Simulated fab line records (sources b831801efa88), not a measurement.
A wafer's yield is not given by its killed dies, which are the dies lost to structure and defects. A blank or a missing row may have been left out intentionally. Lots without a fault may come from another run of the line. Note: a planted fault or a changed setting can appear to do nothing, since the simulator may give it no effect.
fab line records -- flow gf180mcu
[record] lots = 12, wafers = 36, last-day = 33
route steps=602 shown V3@443 V4@497 M5@530 V5@557
lots that met no fault: from a run of the same line without faults
start-h: the number of hours between the record's first day and the start of the first shown wafer of the lot -- wait-h: how many hours have passed since the lot's step before this one -- " identical to the entry in the row above -- L1.1+2: several wafers, shown together as one row -- - no value present, or no start provided -- * or withheld: withheld -- < > ~ a bound
route shown NAME@n: NAME is a module with steps in the file, n the number in the route of the first one -- usual: mean/standard deviation taken from wafers without a fault -- same: alike in all rows -- chamber/n: place in a boat -- sites: per-site readings -- _std_site: their standard deviation -- _edge_site: inner sites' mean taken away from outer sites' mean -- radius-mm: how far each site lies from the wafer's centre -- mask NAME#n: copy n -- behind: the tool/chamber that last shaped the wafer -- hold: why the lot was held/for how many hours/how that ended -- device: the transistor (n, p or np) that didn't switch -- end of line: tests of these same wafers at the route's end -- step lacking rows: just its recipe -- killed: count of dies lost to structure and defects at first sort (not the wafer's yield) -- map: dies across one wafer; x = killed, . = not, _ = none there
set.NAME: setting as actually run; set.NAME@STEP: the setting as run at that earlier step -- model.NAME: the simulator's own value behind a step, which no gauge read
route steps across a sampled set of lots; one table per step, one row per wafer
services: from which hour (start-h, from the record's first day; less than 0 if before it) a tool's chamber was out of use, for how many hours, and why
[[steps]]
[step GF_V3_CD_MEAS_14]
[recipe] target-cd-nm = 260
[usual] cd-nm = 260.3/1.2
lot.wafer,tool,chamber,start-h,wait-h,cd-nm
L353.2,cd-sem-02,-,515.97,0.1,259.8
L353.3,cd-sem-02,-,515.97,0.1,258.5
L353.5,cd-sem-02,-,515.97,0.1,259.6
L355.1,cd-sem-01,-,533.33,0.1,260.2
L355.4,cd-sem-01,-,533.33,0.1,260.6
L355.6,cd-sem-01,-,533.33,0.1,260.9
L356.1,cd-sem-01,-,542.01,0.1,261.6
L356.2,cd-sem-01,-,542.01,0.1,262.3
L356.6,cd-sem-01,-,542.01,0.1,261.8
L357.2,cd-sem-02,-,545.33,0.1,260.7
L357.3,cd-sem-02,-,545.33,0.1,260.1
L357.6,cd-sem-02,-,545.33,0.1,259.3
L361.1,cd-sem-02,-,581.58,0.1,260.1
L361.2,cd-sem-02,-,581.58,0.1,259.7
L361.6,cd-sem-02,-,581.58,0.1,260.2
L363.4,cd-sem-02,-,597.92,0.1,259.8
L363.5,cd-sem-02,-,597.92,0.1,261.1
L363.6,cd-sem-02,-,597.92,0.1,260.3
L364.1,cd-sem-01,-,611.46,0.1,262.4
L364.4,cd-sem-01,-,611.46,0.1,261.9
L364.5,cd-sem-01,-,611.46,0.1,260.9
L365.1,cd-sem-01,-,616.01,0.1,259.0
L365.5,cd-sem-01,-,616.01,0.1,259.8
L365.6,cd-sem-01,-,616.01,0.1,259.3
L368.4,cd-sem-02,-,633.92,0.1,261.6
L368.5,cd-sem-02,-,633.92,0.1,260.4
L368.6,cd-sem-02,-,633.92,0.1,261.0
L369.3,cd-sem-01,-,640.70,0.1,260.9
L369.5,cd-sem-01,-,640.70,0.1,259.7
L369.6,cd-sem-01,-,640.70,0.1,262.0
L370.1,cd-sem-01,-,653.73,0.1,262.3
L370.4,cd-sem-01,-,653.73,0.1,261.6
L370.5,cd-sem-01,-,653.73,0.1,263.1
L371.4,cd-sem-02,-,657.12,0.1,258.8
L371.5,cd-sem-02,-,657.12,0.1,259.0
L371.6,cd-sem-02,-,657.12,0.1,257.9
[step GF_V4_SPUTTER_21]
[recipe] material = Ti, target-thk-nm = 15, chamber-pressure-pa = 5, power-w = 2500, substrate-temp-c = 200, time-s = 80.02
[usual] throttle-valve-pct = 30.5/1.1
lot.wafer,tool,chamber,start-h,wait-h,throttle-valve-pct
L353.2,pvd-sputter-01,-,563.87,0.0,31.1
L353.3,pvd-sputter-01,-,563.87,0.0,30.5
L353.5,pvd-sputter-01,-,563.87,0.0,30.4
L355.1,pvd-sputter-03,-,580.65,0.0,29.7
L355.4,pvd-sputter-03,-,580.65,0.0,31.9
L355.6,pvd-sputter-03,-,580.65,0.0,30.9
L356.1,pvd-sputter-01,-,589.72,0.0,30.4
L356.2,pvd-sputter-01,-,589.72,0.0,29.1
L356.6,pvd-sputter-01,-,589.72,0.0,28.7
L357.2,pvd-sputter-01,-,592.91,0.0,30.3
L357.3,pvd-sputter-01,-,592.91,0.0,31.2
L357.6,pvd-sputter-01,-,592.91,0.0,30.2
L361.1,pvd-sputter-01,-,627.07,0.0,31.2
L361.2,pvd-sputter-01,-,627.07,0.0,30.3
L361.6,pvd-sputter-01,-,627.07,0.0,31.2
L363.4,pvd-sputter-01,-,643.28,0.0,28.7
L363.5,pvd-sputter-01,-,643.28,0.0,31.4
L363.6,pvd-sputter-01,-,643.28,0.0,28.5
L364.1,pvd-sputter-01,-,655.58,0.0,30.5
L364.4,pvd-sputter-01,-,655.58,0.0,31.3
L364.5,pvd-sputter-01,-,655.58,0.0,31.3
L365.1,pvd-sputter-01,-,659.59,0.0,30.3
L365.5,pvd-sputter-01,-,659.59,0.0,30.5
L365.6,pvd-sputter-01,-,659.59,0.0,30.3
L368.4,pvd-sputter-02,-,677.38,0.0,29.4
L368.5,pvd-sputter-02,-,677.38,0.0,29.5
L368.6,pvd-sputter-02,-,677.38,0.0,31.3
L369.3,pvd-sputter-03,-,683.33,0.0,30.0
L369.5,pvd-sputter-03,-,683.33,0.0,32.2
L369.6,pvd-sputter-03,-,683.33,0.0,32.4
L370.1,pvd-sputter-03,-,695.39,0.0,32.1
L370.4,pvd-sputter-03,-,695.39,0.0,32.0
L370.5,pvd-sputter-03,-,695.39,0.0,32.1
L371.4,pvd-sputter-01,-,698.84,0.0,31.3
L371.5,pvd-sputter-01,-,698.84,0.0,28.7
L371.6,pvd-sputter-01,-,698.84,0.0,31.1
[step GF_M5_EXPOSE_04]
[recipe] mask-id = Metal5, target-cd-nm = 280, na = 0.68, source-shape = conventional, sigma-outer = 0.6, dose-mj = 28
[usual] focus-offset-nm = 0.0/0.56
[same] sigma-outer = 0.6
lot.wafer,tool,chamber,start-h,wait-h,mask,focus-offset-nm
L353.2,krf-scanner-01,0,597.15,-,Metal5#0,-0.9
L353.3,krf-scanner-01,0,597.15,-,Metal5#0,-0.9
L353.5,krf-scanner-01,0,597.15,-,Metal5#0,-0.7
L355.1,krf-scanner-01,0,613.96,-,Metal5#0,0.1
L355.4,krf-scanner-01,0,613.96,-,Metal5#0,0.0
L355.6,krf-scanner-01,0,613.96,-,Metal5#0,0.6
L356.1,krf-scanner-01,0,622.51,-,Metal5#0,0.6
L356.2,krf-scanner-01,0,622.51,-,Metal5#0,-1.0
L356.6,krf-scanner-01,0,622.51,-,Metal5#0,-0.7
L357.2,krf-scanner-02,0,625.01,-,Metal5#0,-0.3
L357.3,krf-scanner-02,0,625.01,-,Metal5#0,-0.1
L357.6,krf-scanner-02,0,625.01,-,Metal5#0,-0.3
L361.1,krf-scanner-02,0,658.04,-,Metal5#0,0.3
L361.2,krf-scanner-02,0,658.04,-,Metal5#0,0.3
L361.6,krf-scanner-02,0,658.04,-,Metal5#0,0.0
L363.4,krf-scanner-01,0,673.72,-,Metal5#0,-0.2
L363.5,krf-scanner-01,0,673.72,-,Metal5#0,0.0
L363.6,krf-scanner-01,0,673.72,-,Metal5#0,-0.1
L364.1,krf-scanner-01,0,685.96,-,Metal5#0,-0.5
L364.4,krf-scanner-01,0,685.96,-,Metal5#0,-0.5
L364.5,krf-scanner-01,0,685.96,-,Metal5#0,0.5
L365.1,krf-scanner-01,0,690.41,-,Metal5#0,0.1
L365.5,krf-scanner-01,0,690.41,-,Metal5#0,0.5
L365.6,krf-scanner-01,0,690.41,-,Metal5#0,0.7
L368.4,krf-scanner-02,0,706.25,-,Metal5#0,0.0
L368.5,krf-scanner-02,0,706.25,-,Metal5#0,0.0
L368.6,krf-scanner-02,0,706.25,-,Metal5#0,-0.3
L369.3,krf-scanner-02,0,712.72,-,Metal5#0,0.2
L369.5,krf-scanner-02,0,712.72,-,Metal5#0,0.5
L369.6,krf-scanner-02,0,712.72,-,Metal5#0,0.0
L370.1,krf-scanner-02,0,723.81,-,Metal5#0,-1.3
L370.4,krf-scanner-02,0,723.81,-,Metal5#0,-0.9
L370.5,krf-scanner-02,0,723.81,-,Metal5#0,0.1
L371.4,krf-scanner-02,0,727.17,-,Metal5#0,0.4
L371.5,krf-scanner-02,0,727.17,-,Metal5#0,0.3
L371.6,krf-scanner-02,0,727.17,-,Metal5#0,-0.1
[step GF_M5_OVL_MEAS_08]
[usual] M5_OVL = -3/5.8
lot.wafer,tool,chamber,start-h,wait-h,hold,M5_OVL[nm]
L353.2,overlay-02,-,607.44,0.1,-,0
L353.3,overlay-02,-,607.44,0.1,-,-3
L353.5,overlay-02,-,607.44,0.1,-,-2
L355.1,overlay-02,-,623.75,0.1,-,0
L355.4,overlay-02,-,623.75,0.1,-,2
L355.6,overlay-02,-,623.75,0.1,-,-6
L356.1,overlay-01,-,632.98,0.1,-,-6
L356.2,overlay-01,-,632.98,0.1,-,-8
L356.6,overlay-01,-,632.98,0.1,-,2
L357.2,overlay-01,-,634.34,0.1,-,-6
L357.3,overlay-01,-,634.34,0.1,-,3
L357.6,overlay-01,-,634.34,0.1,-,-9
L361.1,overlay-01,-,667.78,0.1,-,-7
L361.2,overlay-01,-,667.78,0.1,-,1
L361.6,overlay-01,-,667.78,0.1,-,1
L363.4,overlay-01,-,682.25,0.1,-,-10
L363.5,overlay-01,-,682.25,0.1,-,-2
L363.6,overlay-01,-,682.25,0.1,-,-8
L364.1,overlay-02,-,695.75,0.1,-,5
L364.4,overlay-02,-,695.75,0.1,-,0
L364.5,overlay-02,-,695.75,0.1,-,10
L365.1,overlay-02,-,699.93,0.1,-,-16
L365.5,overlay-02,-,699.93,0.1,-,-5
L365.6,overlay-02,-,699.93,0.1,-,-6
L368.4,overlay-01,-,715.60,0.1,-,15
L368.5,overlay-01,-,715.60,0.1,-,5
L368.6,overlay-01,-,715.60,0.1,-,11
L369.3,overlay-01,-,721.61,0.1,-,-8
L369.5,overlay-01,-,721.61,0.1,-,-2
L369.6,overlay-01,-,721.61,0.1,-,-4
L370.1,overlay-01,-,732.63,0.1,await-dispo/0.2h/release,49
L370.4,overlay-01,-,732.63,0.1,await-dispo/0.2h/release,43
L370.5,overlay-01,-,732.63,0.1,await-dispo/0.2h/release,40
L370.1,overlay-01,-,732.83,0.2,-,47
L370.4,overlay-01,-,732.83,0.2,-,40
L370.5,overlay-01,-,732.83,0.2,-,39
L371.4,overlay-01,-,735.96,0.1,await-dispo/0.2h/release,46
L371.5,overlay-01,-,735.96,0.1,await-dispo/0.2h/release,44
L371.6,overlay-01,-,735.96,0.1,await-dispo/0.2h/release,44
L371.4,overlay-01,-,736.17,0.2,-,42
L371.5,overlay-01,-,736.17,0.2,-,43
L371.6,overlay-01,-,736.17,0.2,-,41
[step GF_V5_ETCH_17]
[recipe] chemistry = C4F8/O2/Ar, mask-material = KrF, target = SiO2, stop-on = TiN, source-w = 1500, bias-w = 1200, pressure-mtorr = 40, c4f8-flow-sccm = withheld, O2_flow_sccm = 6, Ar_flow_sccm = 300, time-s = withheld, target-depth-a = 8550
[usual] bias-w = 1200/3.5, chamber-pressure-mTorr = 40.00/0.034, oes-product-au = 0.860/0.0042, rf-fwd-power-W = 1494/5
lot.wafer,tool,chamber,start-h,wait-h,bias-w,chamber-pressure-mTorr,oes-product-au,rf-fwd-power-W
L353.2,rie-diel-04,2,-,-,1201,40.01,0.867,1493
L353.3,rie-diel-04,0,-,-,1197,40.04,0.864,1498
L353.5,rie-diel-04,2,-,-,1200,39.94,0.861,1489
L355.1,rie-diel-01,1,-,-,1196,39.98,0.855,1492
L355.4,rie-diel-01,3,-,-,1199,39.95,0.855,1487
L355.6,rie-diel-01,2,-,-,1200,40.00,0.855,1494
L356.1,rie-diel-01,0,-,-,1198,39.99,0.859,1482
L356.2,rie-diel-01,1,-,-,1204,40.02,0.859,1502
L356.6,rie-diel-01,1,-,-,1201,40.00,0.859,1498
L357.2,rie-diel-01,1,-,-,1197,40.01,0.851,1492
L357.3,rie-diel-01,3,-,-,1199,39.99,0.859,1498
L357.6,rie-diel-01,3,-,-,1204,40.05,0.857,1497
L361.1,rie-diel-01,0,-,-,1193,39.96,0.859,1488
L361.2,rie-diel-01,3,-,-,1193,40.02,0.863,1492
L361.6,rie-diel-01,1,-,-,1205,40.00,0.861,1502
L363.4,rie-diel-01,1,-,-,1198,39.92,0.858,1497
L363.5,rie-diel-01,2,-,-,1201,39.97,0.858,1494
L363.6,rie-diel-01,1,-,-,1199,39.98,0.862,1500
L364.1,rie-diel-04,2,-,-,1204,40.07,0.866,1488
L364.4,rie-diel-04,3,-,-,1194,40.02,0.856,1495
L364.5,rie-diel-04,2,-,-,1202,40.02,0.867,1492
L365.1,rie-diel-01,2,-,-,1199,40.01,0.855,1491
L365.5,rie-diel-01,0,-,-,1202,40.00,0.862,1489
L365.6,rie-diel-01,1,-,-,1197,39.95,0.859,1494
L368.4,rie-diel-01,1,-,-,1197,40.05,0.859,1491
L368.5,rie-diel-01,1,-,-,1204,40.03,0.864,1491
L368.6,rie-diel-01,2,-,-,1203,39.98,0.862,1497
L369.3,rie-diel-04,1,-,-,1202,40.11,0.866,1491
L369.5,rie-diel-04,2,-,-,1200,40.04,0.862,1488
L369.6,rie-diel-04,3,-,-,1198,40.02,0.859,1498
L370.1,rie-diel-02,2,-,-,1199,39.99,0.860,1503
L370.4,rie-diel-02,1,-,-,1198,39.95,0.864,1500
L370.5,rie-diel-02,1,-,-,1202,39.98,0.853,1495
L371.4,rie-diel-01,0,-,-,1204,40.00,0.854,1502
L371.5,rie-diel-01,3,-,-,1202,40.04,0.862,1490
L371.6,rie-diel-01,2,-,-,1200,39.98,0.865,1494
[[services]]
tool,chamber,start-h,hours,kind
krf-scanner-02,-,552.57,0.8,pm
pvd-sputter-02,-,554.69,2.7,repair
krf-scanner-01,-,570.21,1.3,pm
pvd-sputter-03,-,571.03,2.8,repair
krf-scanner-02,-,586.19,0.8,pm
krf-scanner-01,-,603.04,1.0,pm
pvd-sputter-02,-,614.18,1.8,repair
rie-diel-04,-,618.44,0.8,repair
rie-diel-04,-,632.78,2.8,pm
rie-diel-01,2,647.87,-,clean
rie-diel-04,1,649.21,7.3,repair
rie-diel-02,0,655.56,10.6,repair
pvd-sputter-01,-,656.23,1.9,repair
krf-scanner-01,-,682.17,0.5,repair
krf-scanner-01,-,682.68,0.8,pm
krf-scanner-02,-,686.49,1.0,pm
krf-scanner-02,-,691.97,1.3,pm
pvd-sputter-03,-,700.43,6.0,repair
rie-diel-04,-,700.69,0.2,repair
rie-diel-01,-,703.87,2.8,pm
krf-scanner-01,-,704.06,72.0,pm
rie-diel-02,-,737.46,1.4,repair
pvd-sputter-03,-,738.33,6.6,repair
pvd-sputter-03,-,752.44,1.5,repair
[[key]]
[first-sign] step = GF_M5_OVL_MEAS_08, reading = visit, direction = added
[effect] step = GF_M5_OVL_MEAS_08, reading = M5_OVL, direction = up, sigmas = 8.2, usual = -3, struck = 44
met-at GF_M5_EXPOSE_04
struck-lots L370,L371
not-acting-at GF_V3_CD_MEAS_14,GF_V4_SPUTTER_21,GF_V5_ETCH_17
onset-between 712.72 723.81
also-fits time
[fault] kind = scanner-matching-overlay, tool = krf-scanner-02, chamber = -, onset-h = 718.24, steps = GF_M5_EXPOSE_04, offset = 49.715
